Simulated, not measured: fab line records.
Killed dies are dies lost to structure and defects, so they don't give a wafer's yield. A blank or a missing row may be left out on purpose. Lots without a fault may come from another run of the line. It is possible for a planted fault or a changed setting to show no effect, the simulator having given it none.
Chamber matching + flow sky130 + SKY_CONTACT_CMP_27 on cmp-02: 4 sister chambers
The step polishes, stops on SiO2, t overpolish 15 s, target thk 0 nm. 18 wafers are shown with their chamber, then 9 later ones without.

WAFERS PAIRED WITH THEIR CHAMBERS
| wafer  | chamber | motor_current_A (A) | time_to_endpoint_s (s) | overpolish_run_s (s) |
|--------|---------|---------------------|------------------------|----------------------|
| L075.1 | 0       | 9.5                 | 89                     | 14.992               |
| L075.4 | 3       | 12.3                | 82                     | 14.998               |
| L075.5 | 0       | 9.2                 | 89                     | 14.994               |
| L077.1 | 0       | 9.1                 | 84                     | 14.993               |
| L077.4 | 2       | 11.3                | 75                     | 14.995               |
| L077.5 | 0       | 9.2                 | 85                     | 15.011               |
| L079.2 | 2       | 10.7                | 79                     | 14.979               |
| L079.4 | 1       | 11.4                | 84                     | 14.992               |
| L079.6 | 1       | 11.5                | 80                     | 15.010               |
| L081.1 | 1       | 11.4                | 81                     | 15.005               |
| L081.3 | 0       | 9.7                 | 85                     | 14.986               |
| L081.5 | 0       | 9.3                 | 87                     | 15.002               |
| L082.1 | 0       | 10.0                | 88                     | 14.995               |
| L082.3 | 1       | 11.1                | 81                     | 15.019               |
| L082.6 | 2       | 11.9                | 81                     | 14.983               |
| L084.1 | 3       | 12.1                | 74                     | 14.986               |
| L084.3 | 0       | 9.8                 | 81                     | 15.005               |
| L084.6 | 1       | 11.4                | 76                     | 14.992               |

SIGNATURES (averages over the wafers above)
| reading            | chamber 0 | chamber 1 | chamber 2 | chamber 3 | scatter within a chamber |
|--------------------|-----------|-----------|-----------|-----------|--------------------------|
| motor_current_A    | 9.475     | 11.360    | 11.300    | 12.200    | 0.337                    |
| time_to_endpoint_s | 86.00     | 80.40     | 78.33     | 78.00     | 3.14                     |
| overpolish_run_s   | 14.99725  | 15.00360  | 14.98567  | 14.99200  | 0.00933                  |
Rule: for a wafer and a chamber, the distance is found by dividing, reading by reading, the gap between the wafer's reading and the chamber's mean by the reading's scatter, squaring, summing and taking the root. The wafer belongs to the nearest chamber; if the next one is less than 2 further off, it can't be placed. The scatter: take each reading less its chamber's mean, square it, sum over the shown wafers, divide by the number of wafers less the number of chambers, and take the root.

WAFERS WITHOUT THEIR CHAMBER
| wafer  | motor_current_A (A) | time_to_endpoint_s (s) | overpolish_run_s (s) |
|--------|---------------------|------------------------|----------------------|
| L091.1 | 9.2                 | 85                     | 14.997               |
| L091.2 | 12.1                | 81                     | 15.004               |
| L091.5 | 9.3                 | 85                     | 15.005               |
| L090.1 | 11.6                | 74                     | 15.004               |
| L090.2 | 10.9                | 76                     | 14.994               |
| L090.5 | 11.5                | 81                     | 15.001               |
| L089.2 | 11.8                | 78                     | 15.013               |
| L089.4 | 11.7                | 80                     | 14.999               |
| L089.6 | 9.7                 | 82                     | 15.012               |

CHAMBER TAKEN BY EACH
| wafer  | from the rows above          | in truth |
|--------|------------------------------|----------|
| L091.1 | 0                            | 0        |
| L091.2 | can't be placed: 3 or 1 or 2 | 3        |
| L091.5 | 0                            | 0        |
| L090.1 | can't be placed: 1 or 3 or 2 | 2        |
| L090.2 | can't be placed: 2 or 1      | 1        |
| L090.5 | can't be placed: 1 or 2 or 3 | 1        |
| L089.2 | can't be placed: 1 or 3 or 2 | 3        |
| L089.4 | can't be placed: 1 or 3 or 2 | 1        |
| L089.6 | 0                            | 0        |
3 of 9 placed correctly. Cannot be placed on the basis of these rows: 6; the candidates contain the true chamber in 6. Placed wrongly: 0.
